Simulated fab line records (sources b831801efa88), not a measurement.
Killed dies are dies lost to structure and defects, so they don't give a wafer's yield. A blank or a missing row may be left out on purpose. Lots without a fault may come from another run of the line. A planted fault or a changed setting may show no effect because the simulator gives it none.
Problem report, 8D (eight disciplines) form, completed by code || flow gf180mcu || the parts of the form that need people (team, actions taken, sign-off) are left out

== 1. WHAT WENT WRONG ==
Across 6 wafers from 2 lots, VT_IMPLANT_03_OVL at GF_VT_IMPLANT_OVL_MEAS_40 averages 156.5 nm, while fault-free wafers read -0.3 nm with a standard deviation of 1.2. So: +99 or more standard deviations from the usual mean.
Seen first at day 11 22:49 on overlay-01, wafer L192.2. The record holds 42 wafers of 14 lots with a number at this step. The rule behind "out" and "out of limits": a value lying over 4 standard deviations away from the usual mean. All remaining wafers that have a number are taken as sound.

== 2. WHAT IT IS, AND WHAT IT ISN'T ==
{"question": "which readings at this step", "is": "VT_IMPLANT_03_OVL", "is not": "-"}
{"question": "which lots", "is": "L192, L198", "is not": "L177, L179, L180, L181, L182, L183, L185, L187, L188, L191, L195, L199"}
{"question": "which wafers of those lots", "is": "all that have a number", "is not": "-"}
{"question": "read on which gauges", "is": "overlay-01, overlay-02", "is not": "-"}
{"question": "when", "is": "from day 11 22:49", "is not": "up to then (30 sound wafers); but 6 sound wafers of L195, L199 came after"}

== 3. THE SUSPECTS, EACH WITH WHAT RULES IT OUT ==
Counting: any tool at a process step up to the reading is kept as a suspect provided that every lot that is out went through it and no sound lot did after the first of them.
- the gauge at GF_VT_IMPLANT_OVL_MEAS_40 is ruled out. The wafers that are out were read on 2 gauges (overlay-01, overlay-02).
- iline-stepper-01 at GF_VT_IMPLANT_EXPOSE_37 (exposes mask Nwell HV AREA, target cd 860 nm): kept. All lots that are out passed through it, beginning with L192 at day 11 13:29, and no sound lot followed; its final sound lot before that point was L191 at day 11 05:38.
Remaining after the count: iline-stepper-01 at GF_VT_IMPLANT_EXPOSE_37.

== 4. THE CAUSE (what the simulator had put in) ==
Scanner matching overlay: iline-stepper-01, from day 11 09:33 on, at GF_VT_IMPLANT_EXPOSE_37. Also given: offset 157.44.
Counting left only this tool.

== 5. THE EFFECT CHAIN, in route order ==
One row per reading whose mean, taken over the struck wafers that have a number, lies over 3 standard deviations from the usual. Scope: only readings with a usual standard deviation given in the record; hours: median across lots of the time from each lot's start at the first step in this table that gives one to its start at this step; sigmas: change in usual standard deviations.
{"hours": 0, "step": "GF_VT_IMPLANT_OVL_MEAS_40", "reading": "VT_IMPLANT_03_OVL", "usual": "-0.3 nm", "on struck wafers": 156.5, "change": "+156.8", "sigmas": "+99 or more"}
At these later measuring or inspecting steps, every struck wafer for which the step has a row has a number for every such reading, and none has moved that far: GF_VT_IMPLANT_RS_MEAS_49.

== 6. HOW IT WOULD HAVE BEEN CAUGHT EARLIER ==
Counted from the fault's start at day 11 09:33, it took 13 hours until the first out-of-limits reading at a measuring or inspecting step in this record, taken at day 11 22:49.
Of the lots that are out (2), L198 began GF_VT_IMPLANT_EXPOSE_37 on iline-stepper-01 after day 11 22:49. A tool hold placed at that time would have kept it from harm.
